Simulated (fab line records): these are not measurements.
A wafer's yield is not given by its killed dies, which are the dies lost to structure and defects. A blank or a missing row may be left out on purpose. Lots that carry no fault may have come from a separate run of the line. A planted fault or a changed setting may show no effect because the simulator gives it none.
A single fault, viewed from 2 desks ; flow gf180mcu ; what lay behind the numbers comes last; until then each desk has only its own

## FROM THE METROLOGY DESK
Means of the sampled wafers that have a number, per lot and without regard to the tool the lot ran on: this is what the gauges read. Marked OUT: a lot whose mean sits more than 4 standard deviations from the usual mean, which makes it out of limits; the brackets give that distance.
Columns: A = STI_OXIDATION_01_THK at GF_STI_THK_MEAS_22, usual 15.00 nm; B = NWELL_OVL at GF_NWELL_OVL_MEAS_07, usual 0.2 nm
lot;first seen here;A;B
L393;day 2 03:33;15.28;0.6
L394;day 2 10:06;15.18;-1.1
L396;day 2 18:49;14.78;1.1
L397;day 3 01:08;14.92;-0.1
L398;day 3 04:47;15.48;0.0
L400;day 3 16:14;15.23;1.0
L401;day 3 20:40;15.23;-0.1
L402;day 4 01:35;15.22;1.1
L403;day 4 08:05;15.22;-0.1
L404;day 4 11:48;14.96;-3.2
L413;day 6 11:50;14.69;0.1
L414;day 6 18:47;14.72;1.1
L415;day 6 23:38;14.92;-1.0
L416;day 7 05:29;14.75;0.6
This desk's finding: nothing out of limits on any of the 14 lots.

## THE TOOL OWNER'S DESK: implanter-02
The tool's own readings at GF_LVPWELL_IMPLANT_09: means of the sampled wafers that have a number, for each lot that ran on this tool. Marked OUT: a lot whose mean sits more than 4 standard deviations from the usual mean, which makes it out of limits; the brackets give that distance.
Columns: A = beam_energy_keV at GF_LVPWELL_IMPLANT_09, usual 60.005
lot;first seen here;A
L396;day 4 14:05;60.006
L397;day 4 19:43;60.020
L400;day 5 12:31;60.005
L401;day 5 17:49;60.018
L402;day 5 23:19;60.007
L403;day 6 06:22;54.261 (-99 or more) OUT
L404;day 6 10:15;54.259 (-99 or more) OUT
Finding of this desk: L403, L404 out of limits; the first was L403 at day 6 06:22, on beam_energy_keV at GF_LVPWELL_IMPLANT_09. L396, L397, L400, L401, L402: within limits.

## BROUGHT TOGETHER
An alarm could have come from the tool owner's desk at day 6 06:22, on L403, L404.
From the metrology desk's view, nothing was out of limits.
The metrology desk holds a record of L403, L404, inside its limits.
On implanter-02, each named lot ran GF_LVPWELL_IMPLANT_09.

## WHAT THE SIMULATOR HAD PUT IN
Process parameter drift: implanter-02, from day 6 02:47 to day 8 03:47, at GF_LVPWELL_IMPLANT_09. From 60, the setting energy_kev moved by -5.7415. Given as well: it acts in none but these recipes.
Struck lots among those shown: L403, L404.
Time in hours from fault onset to the first out-of-limits reading at each desk: the tool owner's desk, 4.
